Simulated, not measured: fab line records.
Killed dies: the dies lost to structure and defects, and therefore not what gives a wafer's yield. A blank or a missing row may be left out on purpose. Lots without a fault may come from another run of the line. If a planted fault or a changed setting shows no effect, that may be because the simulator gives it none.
fab line records	flow gf180mcu	part 1 of 2: steps 1 to 33 of 42
[record] lots = 5	wafers = 15	last_day = 34
route steps=602 shown M4@457 V4@476
lots that met no fault: from a run of the same line without faults
start_h: hours from the record's first day to the start of the lot's first wafer shown	wait_h: how many hours have passed since the lot's step before this one	" unchanged from the row above	L1.1+2: several wafers, shown together as one row	- either no value or no given start	* or withheld: withheld	< > ~ a bound
route shown NAME@n: a module of which the file shows steps, and the number in the route of the first	usual: mean and standard deviation over wafers with no fault	same: alike in all rows	chamber/n: place in a boat	sites: per-site readings	_std_site: the standard deviation of these	_edge_site: mean of outer sites minus mean of inner sites	radius_mm: for every site, how far away it sits from the centre of the wafer	mask NAME#n: copy n	behind: tool/chamber where the wafer was last shaped	hold: cause of the lot's hold/its duration in hours/its outcome	device: which transistor (n, p or np) failed to switch	end of line: the same wafers' tests at the end of the route	a step with no rows: only its recipe	killed: the dies lost at the first sort to structure and to defects; this is not the yield of the wafer	map: the dies of a wafer, with x for killed, . for not killed, _ for no die there
set.NAME: the run value of the setting; set.NAME@STEP: its run value at that earlier step	model.NAME: the simulator's own value behind a step, which no gauge read
a table for each step, a row for each wafer; lots at some steps of the route
services: a tool's chamber out of use, with start hour (start_h, from the record's first day; less than 0 if before it), hours out, and reason
[[steps]]
[step GF_M4_SPUTTER_01]
[recipe] material = TiN	target_thk_nm = 30	power_w = 6500	time_s = 25	chamber_pressure_pa = 0.4
[usual] throttle_valve_pct = 29.4/1.1
lot.wafer	tool	chamber	start_h	wait_h	throttle_valve_pct
L075.1	pvd_sputter-02	-	514.39	0.1	29.4
L075.3	"	-	"	"	28.2
L075.6	"	-	"	"	28.2
L077.3	pvd_sputter-01	-	533.92	0.1	31.6
L077.4	"	-	"	"	28.5
L077.6	"	-	"	"	29.3
L078.1	pvd_sputter-02	-	538.74	0.1	28.3
L078.3	"	-	"	"	29.4
L078.5	"	-	"	"	29.1
L083.1	pvd_sputter-02	-	603.45	0.1	31.2
L083.3	"	-	"	"	29.5
L083.4	"	-	"	"	29.1
L097.2	pvd_sputter-01	-	704.38	0.1	28.9
L097.3	"	-	"	"	30.3
L097.6	"	-	"	"	31.7
[step GF_M4_SPUTTER_02]
[recipe] material = AlCu	target_thk_nm = 450	power_w = 10600	time_s = 23.9	chamber_pressure_pa = 0.4
[usual] throttle_valve_pct = 29.4/1.1
lot.wafer	tool	chamber	start_h	wait_h	throttle_valve_pct
L075.1	pvd_sputter-02	-	514.42	0.0	29.4
L075.3	"	-	"	"	28.7
L075.6	"	-	"	"	28.4
L077.3	pvd_sputter-01	-	533.95	0.0	31.5
L077.4	"	-	"	"	28.7
L077.6	"	-	"	"	29.7
L078.1	pvd_sputter-02	-	538.77	0.0	28.2
L078.3	"	-	"	"	29.4
L078.5	"	-	"	"	28.9
L083.1	pvd_sputter-02	-	603.48	0.0	31.1
L083.3	"	-	"	"	29.3
L083.4	"	-	"	"	29.0
L097.2	pvd_sputter-01	-	704.41	0.0	29.1
L097.3	"	-	"	"	30.7
L097.6	"	-	"	"	31.7
[step GF_M4_SPUTTER_03]
[recipe] material = Ti	target_thk_nm = 10	substrate_temp_c = 300	chamber_pressure_pa = 0.3	power_w = 3000	time_s = 6.7
[usual] throttle_valve_pct = 29.4/1.1
lot.wafer	tool	chamber	start_h	wait_h	throttle_valve_pct
L075.1	pvd_sputter-02	-	514.45	0.0	29.3
L075.3	"	-	"	"	28.2
L075.6	"	-	"	"	28.6
L077.3	pvd_sputter-01	-	533.98	0.0	31.8
L077.4	"	-	"	"	28.6
L077.6	"	-	"	"	29.4
L078.1	pvd_sputter-02	-	538.80	0.0	28.2
L078.3	"	-	"	"	29.3
L078.5	"	-	"	"	28.7
L083.1	pvd_sputter-02	-	603.51	0.0	31.4
L083.3	"	-	"	"	29.5
L083.4	"	-	"	"	28.8
L097.2	pvd_sputter-01	-	704.44	0.0	28.9
L097.3	"	-	"	"	30.4
L097.6	"	-	"	"	31.8
[step GF_M4_SPUTTER_04]
[recipe] material = TiN	target_thk_nm = 50	power_w = 6500	time_s = 41.7	chamber_pressure_pa = 0.4
[usual] throttle_valve_pct = 29.4/1.1
lot.wafer	tool	chamber	start_h	wait_h	throttle_valve_pct
L075.1	pvd_sputter-02	-	514.47	0.0	29.5
L075.3	"	-	"	"	28.3
L075.6	"	-	"	"	28.5
L077.3	pvd_sputter-01	-	534.00	0.0	31.7
L077.4	"	-	"	"	28.9
L077.6	"	-	"	"	29.4
L078.1	pvd_sputter-02	-	538.82	0.0	28.5
L078.3	"	-	"	"	29.1
L078.5	"	-	"	"	28.9
L083.1	pvd_sputter-02	-	603.53	0.0	31.3
L083.3	"	-	"	"	29.4
L083.4	"	-	"	"	29.0
L097.2	pvd_sputter-01	-	704.46	0.0	28.3
L097.3	"	-	"	"	30.4
L097.6	"	-	"	"	31.6
[step GF_M4_RS_MEAS_05]
[recipe] thk_meas_gauge = four-point-probe	reads = TiN_of_M4_SPUTTER_04+Ti_of_M4_SPUTTER_03+AlCu_of_M4_SPUTTER_02+TiN_of_M4_SPUTTER_01+Ti_of_M4_SPUTTER_00
[usual] M4_ALCU_RS = 0.0698/0.00089
lot.wafer	tool	chamber	start_h	wait_h	M4_ALCU_RS[ohm/sq]
L075.1	film_metro-02	-	514.51	0.0	0.0699
L075.3	"	-	"	"	0.0700
L075.6	"	-	"	"	0.0696
L077.3	film_metro-01	-	534.08	0.1	0.0695
L077.4	"	-	"	"	0.0688
L077.6	"	-	"	"	0.0700
L078.1	film_metro-04	-	538.86	0.0	0.0703
L078.3	"	-	"	"	0.0707
L078.5	"	-	"	"	0.0699
L083.1	film_metro-04	-	603.57	0.0	0.0701
L083.3	"	-	"	"	0.0698
L083.4	"	-	"	"	0.0695
L097.2	film_metro-02	-	704.52	0.0	0.0687
L097.3	"	-	"	"	0.0706
L097.6	"	-	"	"	0.0692
[step GF_M4_THK_MEAS_06]
[recipe] thk_meas_gauge = xrf	reads = AlCu_of_M4_SPUTTER_02
[usual] M4_ALCU_THK = 447/5.8
lot.wafer	tool	chamber	start_h	wait_h	M4_ALCU_THK[nm]
L075.1	film_metro-02	-	514.63	0.1	446
L075.3	"	-	"	"	441
L075.6	"	-	"	"	444
L077.3	film_metro-01	-	534.18	0.1	449
L077.4	"	-	"	"	455
L077.6	"	-	"	"	447
L078.1	film_metro-04	-	538.98	0.1	442
L078.3	"	-	"	"	441
L078.5	"	-	"	"	446
L083.1	film_metro-04	-	603.69	0.1	444
L083.3	"	-	"	"	446
L083.4	"	-	"	"	449
L097.2	film_metro-02	-	704.63	0.1	452
L097.3	"	-	"	"	441
L097.6	"	-	"	"	448
[step GF_M4_DEHYDRATE_07]
[recipe] temp_c = 200	time_s = 60
lot.wafer	tool	chamber	start_h	wait_h
L075.1+3+6	litho_track-01	0	525.79	11.1
L077.3+4+6	litho_track-02	0	545.00	10.8
L078.1+3+5	litho_track-02	0	549.70	10.7
L083.1+3+4	litho_track-01	0	613.89	10.2
L097.2+3+6	litho_track-04	0	712.70	8.1
[step GF_M4_HMDS_08]
[recipe] prime_time_s = 60	prime_temp_c = 120
lot.wafer	tool	chamber	start_h	wait_h
L075.1+3+6	litho_track-01	0	525.94	0.1
L077.3+4+6	litho_track-02	0	545.15	0.1
L078.1+3+5	litho_track-02	0	549.85	0.1
L083.1+3+4	litho_track-01	0	614.04	0.1
L097.2+3+6	litho_track-04	0	712.85	0.1
[step GF_M4_COAT_09]
[recipe] resist = KrF	spin_rpm = withheld	resist_thk_nm = 1000
lot.wafer	tool	chamber	start_h	wait_h
L075.1+3+6	litho_track-01	0	526.09	0.1
L077.3+4+6	litho_track-02	0	545.30	0.1
L078.1+3+5	litho_track-02	0	550.00	0.1
L083.1+3+4	litho_track-01	0	614.19	0.1
L097.2+3+6	litho_track-04	0	713.00	0.1
[step GF_M4_SOFTBAKE_10]
[recipe] temp_c = 130	time_s = 60	resist = KrF
lot.wafer	tool	chamber	start_h	wait_h
L075.1+3+6	litho_track-01	0	526.24	0.1
L077.3+4+6	litho_track-02	0	545.45	0.1
L078.1+3+5	litho_track-02	0	550.15	0.1
L083.1+3+4	litho_track-01	0	614.34	0.1
L097.2+3+6	litho_track-04	0	713.15	0.1
[step GF_M4_EXPOSE_11]
[recipe] mask_id = Metal4	target_cd_nm = 280	na = 0.68	source_shape = conventional	sigma_outer = 0.6	dose_mj = 28
lot.wafer	tool	chamber	start_h	wait_h	mask
L075.1+3+6	krf_scanner-02	0	-	-	Metal4#0
L077.3+4+6	krf_scanner-01	0	-	-	Metal4#0
L078.1+3+5	krf_scanner-01	0	-	-	Metal4#0
L083.1+3+4	krf_scanner-01	0	-	-	Metal4#0
L097.2+3+6	krf_scanner-02	0	-	-	Metal4#0
[step GF_M4_PEB_12]
[recipe] peb_temp_c = 135	peb_time_s = 90	resist = KrF
lot.wafer	tool	chamber	start_h	wait_h
L075.1+3+6	litho_track-04	0	-	-
L077.3+4+6	litho_track-04	0	-	-
L078.1+3+5	litho_track-01	0	-	-
L083.1+3+4	litho_track-01	0	-	-
L097.2+3+6	litho_track-04	0	-	-
[step GF_M4_DEVELOP_13]
[recipe] develop_time_s = 60	dev_temp_c = 21
lot.wafer	tool	chamber	start_h	wait_h
L075.1+3+6	litho_track-04	0	537.33	0.2
L077.3+4+6	litho_track-04	0	556.03	0.1
L078.1+3+5	litho_track-01	0	560.94	0.2
L083.1+3+4	litho_track-01	0	624.59	0.2
L097.2+3+6	litho_track-04	0	722.15	0.2
[step GF_M4_CD_MEAS_14]
[recipe] target_cd_nm = 280
[usual] cd_nm = 279.7/1.2
lot.wafer	tool	chamber	start_h	wait_h	cd_nm
L075.1	cd_sem-02	-	537.48	0.1	280.2
L075.3	"	-	"	"	277.9
L075.6	"	-	"	"	278.9
L077.3	cd_sem-02	-	556.17	0.1	280.2
L077.4	"	-	"	"	279.7
L077.6	"	-	"	"	278.9
L078.1	cd_sem-02	-	561.09	0.1	278.4
L078.3	"	-	"	"	279.6
L078.5	"	-	"	"	279.0
L083.1	cd_sem-01	-	624.74	0.1	279.2
L083.3	"	-	"	"	278.5
L083.4	"	-	"	"	278.4
L097.2	cd_sem-02	-	722.30	0.1	280.2
L097.3	"	-	"	"	280.1
L097.6	"	-	"	"	279.1
[step GF_M4_OVL_MEAS_15]
[usual] M4_OVL = 0/5.2
lot.wafer	tool	chamber	start_h	wait_h	M4_OVL[nm]
L075.1	overlay-02	-	537.60	0.1	-4
L075.3	"	-	"	"	-1
L075.6	"	-	"	"	-5
L077.3	overlay-01	-	556.26	0.1	0
L077.4	"	-	"	"	-1
L077.6	"	-	"	"	4
L078.1	overlay-01	-	561.21	0.1	2
L078.3	"	-	"	"	4
L078.5	"	-	"	"	-3
L083.1	overlay-01	-	624.86	0.1	4
L083.3	"	-	"	"	3
L083.4	"	-	"	"	4
L097.2	overlay-02	-	722.40	0.1	-4
L097.3	"	-	"	"	-6
L097.6	"	-	"	"	7
[step GF_M4_METAL_ETCH_16]
[recipe] chemistry = Cl2/BCl3	mask_material = KrF	target_depth_nm = 750.8	stop_on = SiO2	pressure_mtorr = 8	icp_w = 800	bias_w = 140	Cl2_flow_sccm = 80	bcl3_flow_sccm = 40	time_s = 125.1
[usual] bcl3_flow_sccm = 40.02/0.12	drypump_motor_current_A = 5.5/0.36	oes_product_au = 0.987/0.0083	throttle_valve_pct = 28.235/0.013
lot.wafer	tool	chamber	start_h	wait_h	bcl3_flow_sccm	drypump_motor_current_A	oes_product_au	rf_hours_counter_h	throttle_valve_pct
L075.1	rie_metal-03	1	537.63	0.0	40.14	5.1	0.975	10	28.261
L075.3	"	0	"	"	40.17	6.0	0.988	-	28.237
L075.6	"	0	"	"	40.00	6.0	0.986	-	28.220
L077.3	rie_metal-01	0	556.33	0.1	40.17	5.2	0.988	-	28.239
L077.4	"	1	"	"	39.93	5.5	0.993	-	28.219
L077.6	"	0	"	"	40.11	5.2	0.986	-	28.230
L078.1	rie_metal-03	1	561.25	0.0	40.06	5.1	0.971	11	28.265
L078.3	"	1	"	"	40.13	5.1	0.979	-	28.250
L078.5	"	0	"	"	40.23	6.0	0.988	-	28.251
L083.1	rie_metal-03	0	624.90	0.0	39.91	6.0	0.997	7	28.232
L083.3	"	1	"	"	40.01	5.1	0.970	-	28.247
L083.4	"	0	"	"	39.96	6.0	0.994	-	28.228
L097.2	rie_metal-01	0	722.43	0.0	40.14	5.2	0.995	8	28.219
L097.3	"	1	"	"	40.11	5.5	0.999	-	28.223
L097.6	"	1	"	"	40.15	5.5	1.001	-	28.222
[step GF_M4_STRIP_17]
[recipe] chemistry = O2/N2	power_w = 1400	pressure_mtorr = 1500	platen_temp_c = 250	o2_flow_sccm = 3000	n2_flow_sccm = 300	overash_fraction = 0.5
[usual] drypump_motor_current_A = 5.93/0.25	heater_power_w = 332/43	oes_product_au = 0.538/0.0048	strip_time_to_endpoint_s = 7.42/0.061
[same] overash_fraction = 0.5
lot.wafer	tool	chamber	start_h	wait_h	drypump_motor_current_A	heater_power_w	oes_product_au	rf_hours_counter_h	strip_time_to_endpoint_s
L075.1	plasma_asher-04	0	537.76	0.1	5.56	356	0.542	10	7.55
L075.3	"	1	"	"	6.24	293	0.537	-	7.37
L075.6	"	0	"	"	5.54	351	0.531	-	7.42
L077.3	plasma_asher-02	1	556.45	0.1	6.18	289	0.540	-	7.46
L077.4	"	0	"	"	5.94	403	0.539	-	7.32
L077.6	"	0	"	"	5.95	412	0.534	-	7.41
L078.1	plasma_asher-02	0	561.38	0.1	5.94	413	0.552	50	7.50
L078.3	"	0	"	"	5.91	410	0.531	-	7.51
L078.5	"	1	"	"	6.21	291	0.533	-	7.43
L083.1	plasma_asher-01	1	625.03	0.1	6.00	345	0.529	81	7.36
L083.3	"	0	"	"	5.70	306	0.540	-	7.50
L083.4	"	1	"	"	6.04	361	0.537	-	7.39
L097.2	plasma_asher-04	1	722.56	0.1	6.24	273	0.541	28	7.45
L097.3	"	0	"	"	5.55	349	0.536	-	7.37
L097.6	"	1	"	"	6.26	277	0.537	-	7.35
[step GF_M4_STRIP_18]
[recipe] chemistry = post_etch_residue_remover	time_s = 1200	temp_c = 72.5
[usual] bath_guard_temp_C = 72.3/0.43
lot.wafer	tool	chamber	start_h	wait_h	bath_guard_temp_C
L075.1	wet_bench-03	3	537.86	0.1	72.4
L075.3	"	3	"	"	72.6
L075.6	"	3	"	"	73.0
L077.3	wet_bench-02	3	556.51	0.0	72.4
L077.4	"	3	"	"	72.3
L077.6	"	3	"	"	71.9
L078.1	wet_bench-01	1	561.48	0.1	72.1
L078.3	"	1	"	"	72.3
L078.5	"	1	"	"	72.1
L083.1	wet_bench-02	1	625.13	0.1	72.5
L083.3	"	1	"	"	72.4
L083.4	"	1	"	"	72.7
L097.2	wet_bench-02	3	722.66	0.1	72.2
L097.3	"	3	"	"	72.6
L097.6	"	3	"	"	72.3
[step GF_M4_CLEAN_19]
[recipe] chemistry = DIW	dry = n2_spin
lot.wafer	tool	chamber	start_h	wait_h
L075.1+3+6	wet_bench-02	3	538.23	0.0
L077.3+4+6	wet_bench-01	0	556.85	0.0
L078.1+3+5	wet_bench-02	0	561.82	0.0
L083.1+3+4	wet_bench-03	0	625.50	0.0
L097.2+3+6	wet_bench-01	0	723.03	0.0
[step GF_V4_CVD_00]
[recipe] material = SiO2	target_thk_nm = 600	sigma_open_frac = 0.3	temp_c = 400	time_s = 100	sih4_flow_sccm = 60	pressure_mtorr = 6
[usual] sih4_flow_sccm = 60.01/0.17
lot.wafer	tool	chamber	start_h	wait_h	sih4_flow_sccm
L075.1	hdpcvd-01	0	538.43	0.0	59.99
L075.3	"	2	"	"	59.81
L075.6	"	2	"	"	60.06
L077.3	hdpcvd-01	1	556.95	0.0	59.77
L077.4	"	1	"	"	59.91
L077.6	"	0	"	"	59.98
L078.1	hdpcvd-02	1	561.91	0.0	60.11
L078.3	"	2	"	"	59.76
L078.5	"	0	"	"	59.80
L083.1	hdpcvd-01	1	625.60	0.0	59.77
L083.3	"	0	"	"	59.99
L083.4	"	2	"	"	59.95
L097.2	hdpcvd-01	2	723.13	0.0	59.81
L097.3	"	1	"	"	59.96
L097.6	"	0	"	"	60.34
[step GF_V4_THK_MEAS_01]
[recipe] reads = SiO2_of_V4_CVD_00
[usual] V4_CVD_00_THK = 601/5.3
lot.wafer	tool	chamber	start_h	wait_h	V4_CVD_00_THK[nm]
L075.1	film_metro-03	-	538.51	0.0	598
L075.3	"	-	"	"	605
L075.6	"	-	"	"	606
L077.3	film_metro-04	-	557.04	0.1	599
L077.4	"	-	"	"	594
L077.6	"	-	"	"	611
L078.1	film_metro-03	-	561.98	0.0	596
L078.3	"	-	"	"	596
L078.5	"	-	"	"	605
L083.1	film_metro-03	-	625.67	0.0	606
L083.3	"	-	"	"	602
L083.4	"	-	"	"	611
L097.2	film_metro-01	-	723.22	0.0	599
L097.3	"	-	"	"	601
L097.6	"	-	"	"	599
[step GF_V4_CVD_02]
[recipe] material = SiO2	target_thk_nm = 850	precursor = TEOS	temp_c = 400	time_s = 94.851	rf_w = 600
[usual] heater_power_w = 609/80
lot.wafer	tool	chamber	start_h	wait_h	heater_power_w
L075.1	pecvd-03	1	538.57	0.1	598
L075.3	"	0	"	"	616
L075.6	"	1	"	"	626
L077.3	pecvd-03	2	557.11	0.1	677
L077.4	"	1	"	"	639
L077.6	"	2	"	"	668
L078.1	pecvd-03	2	562.04	0.1	673
L078.3	"	0	"	"	532
L078.5	"	0	"	"	583
L083.1	pecvd-01	2	625.73	0.1	646
L083.3	"	1	"	"	519
L083.4	"	1	"	"	561
L097.2	pecvd-03	2	723.27	0.0	715
L097.3	"	1	"	"	611
L097.6	"	2	"	"	589
[step GF_V4_THK_MEAS_03]
[recipe] reads = SiO2_of_V4_CVD_02
[usual] V4_CVD_02_THK = 851/9.9
lot.wafer	tool	chamber	start_h	wait_h	V4_CVD_02_THK[nm]
L075.1	film_metro-04	-	538.64	0.0	844
L075.3	"	-	"	"	850
L075.6	"	-	"	"	852
L077.3	film_metro-03	-	557.20	0.1	868
L077.4	"	-	"	"	855
L077.6	"	-	"	"	860
L078.1	film_metro-01	-	562.11	0.0	853
L078.3	"	-	"	"	845
L078.5	"	-	"	"	857
L083.1	film_metro-04	-	625.80	0.0	827
L083.3	"	-	"	"	835
L083.4	"	-	"	"	854
L097.2	film_metro-01	-	723.34	0.0	851
L097.3	"	-	"	"	837
L097.6	"	-	"	"	859
[step GF_V4_CMP_04]
[recipe] material = SiO2	down_force_psi = 4	platen_rpm = 60	pad_velocity_m_s = 0.94248
[usual] motor_current_A = 12.1/1.2	time_to_endpoint_s = 81/5.1
lot.wafer	tool	chamber	start_h	wait_h	motor_current_A	time_to_endpoint_s
L075.1	cmp-02	1	538.70	0.1	11.7	80
L075.3	"	0	"	"	13.3	86
L075.6	"	1	"	"	11.4	80
L077.4	cmp-02	3	557.24	0.0	12.7	81
L077.3	"	1	"	"	11.1	81
L077.6	"	3	"	"	12.1	81
L078.3	cmp-02	3	562.27	0.1	12.4	80
L078.1	"	0	"	"	12.9	87
L078.5	"	2	"	"	12.8	85
L083.3	cmp-01	1	625.86	0.0	13.0	75
L083.4	"	3	"	"	11.7	78
L083.1	"	0	"	"	9.7	69
L097.3	cmp-02	0	723.39	0.0	12.2	77
L097.2	"	2	"	"	13.9	78
L097.6	"	1	"	"	11.8	78
[step GF_V4_BOW_MEAS_05]
[recipe] mode = bow
[usual] V4_BOW = 135/8.7
lot.wafer	tool	chamber	start_h	wait_h	V4_BOW[um]
L075.1	film_metro-03	-	539.00	0.2	140
L075.3	"	-	"	"	143
L075.6	"	-	"	"	132
L077.3	film_metro-01	-	557.58	0.2	132
L077.4	"	-	"	"	129
L077.6	"	-	"	"	132
L078.1	film_metro-04	-	562.47	0.1	134
L078.3	"	-	"	"	147
L078.5	"	-	"	"	134
L083.1	film_metro-04	-	626.16	0.1	135
L083.3	"	-	"	"	137
L083.4	"	-	"	"	135
L097.2	film_metro-01	-	723.71	0.2	140
L097.3	"	-	"	"	141
L097.6	"	-	"	"	137
[step GF_V4_DEHYDRATE_06]
[recipe] temp_c = 200	time_s = 60
lot.wafer	tool	chamber	start_h	wait_h
L075.1+3+6	litho_track-04	0	549.78	10.8
L077.3+4+6	litho_track-04	0	567.88	10.3
L078.1+3+5	litho_track-01	0	572.89	10.4
L083.1+3+4	litho_track-01	0	635.84	9.7
L097.2+3+6	litho_track-04	0	731.70	8.0
[step GF_V4_HMDS_07]
[recipe] prime_time_s = 60	prime_temp_c = 120
lot.wafer	tool	chamber	start_h	wait_h
L075.1+3+6	litho_track-04	0	549.93	0.1
L077.3+4+6	litho_track-04	0	568.03	0.1
L078.1+3+5	litho_track-01	0	573.04	0.1
L083.1+3+4	litho_track-01	0	635.99	0.1
L097.2+3+6	litho_track-04	0	731.85	0.1
[step GF_V4_COAT_08]
[recipe] resist = BARC	temp_c = withheld	time_s = withheld	spin_rpm = withheld	resist_thk_nm = withheld
lot.wafer	tool	chamber	start_h	wait_h
L075.1+3+6	litho_track-04	0	550.08	0.1
L077.3+4+6	litho_track-04	0	568.18	0.1
L078.1+3+5	litho_track-01	0	573.19	0.1
L083.1+3+4	litho_track-01	0	636.14	0.1
L097.2+3+6	litho_track-04	0	732.00	0.1
[step GF_V4_COAT_09]
[recipe] resist = KrF	spin_rpm = withheld	resist_thk_nm = 1000
lot.wafer	tool	chamber	start_h	wait_h
L075.1+3+6	litho_track-04	0	-	-
L077.3+4+6	litho_track-04	0	-	-
L078.1+3+5	litho_track-01	0	-	-
L083.1+3+4	litho_track-01	0	-	-
L097.2+3+6	litho_track-04	0	-	-
[step GF_V4_SOFTBAKE_10]
[recipe] temp_c = 130	time_s = 60	resist = KrF
lot.wafer	tool	chamber	start_h	wait_h
L075.1+3+6	litho_track-04	0	-	-
L077.3+4+6	litho_track-04	0	-	-
L078.1+3+5	litho_track-01	0	-	-
L083.1+3+4	litho_track-01	0	-	-
L097.2+3+6	litho_track-04	0	-	-
[step GF_V4_EXPOSE_11]
[recipe] mask_id = Via4	target_cd_nm = 260	na = 0.68	source_shape = conventional	sigma_outer = 0.6	dose_mj = 38
lot.wafer	tool	chamber	start_h	wait_h	mask
L075.1+3+6	krf_scanner-02	0	-	-	Via4#0
L077.3+4+6	krf_scanner-01	0	-	-	Via4#0
L078.1+3+5	krf_scanner-02	0	-	-	Via4#0
L083.1+3+4	krf_scanner-02	0	-	-	Via4#0
L097.2+3+6	krf_scanner-01	0	-	-	Via4#0
[step GF_V4_PEB_12]
[recipe] peb_temp_c = 135	peb_time_s = 90	resist = KrF
lot.wafer	tool	chamber	start_h	wait_h
L075.1+3+6	litho_track-04	0	-	-
L077.3+4+6	litho_track-04	0	-	-
L078.1+3+5	litho_track-01	0	-	-
L083.1+3+4	litho_track-03	0	-	-
L097.2+3+6	litho_track-03	0	-	-
[step GF_V4_DEVELOP_13]
[recipe] develop_time_s = 60	resist = KrF	dev_temp_c = 21
lot.wafer	tool	chamber	start_h	wait_h
L075.1+3+6	litho_track-04	0	561.28	0.2
L077.3+4+6	litho_track-04	0	578.98	0.1
L078.1+3+5	litho_track-01	0	584.19	0.2
L083.1+3+4	litho_track-03	0	646.57	0.2
L097.2+3+6	litho_track-03	0	740.85	0.2
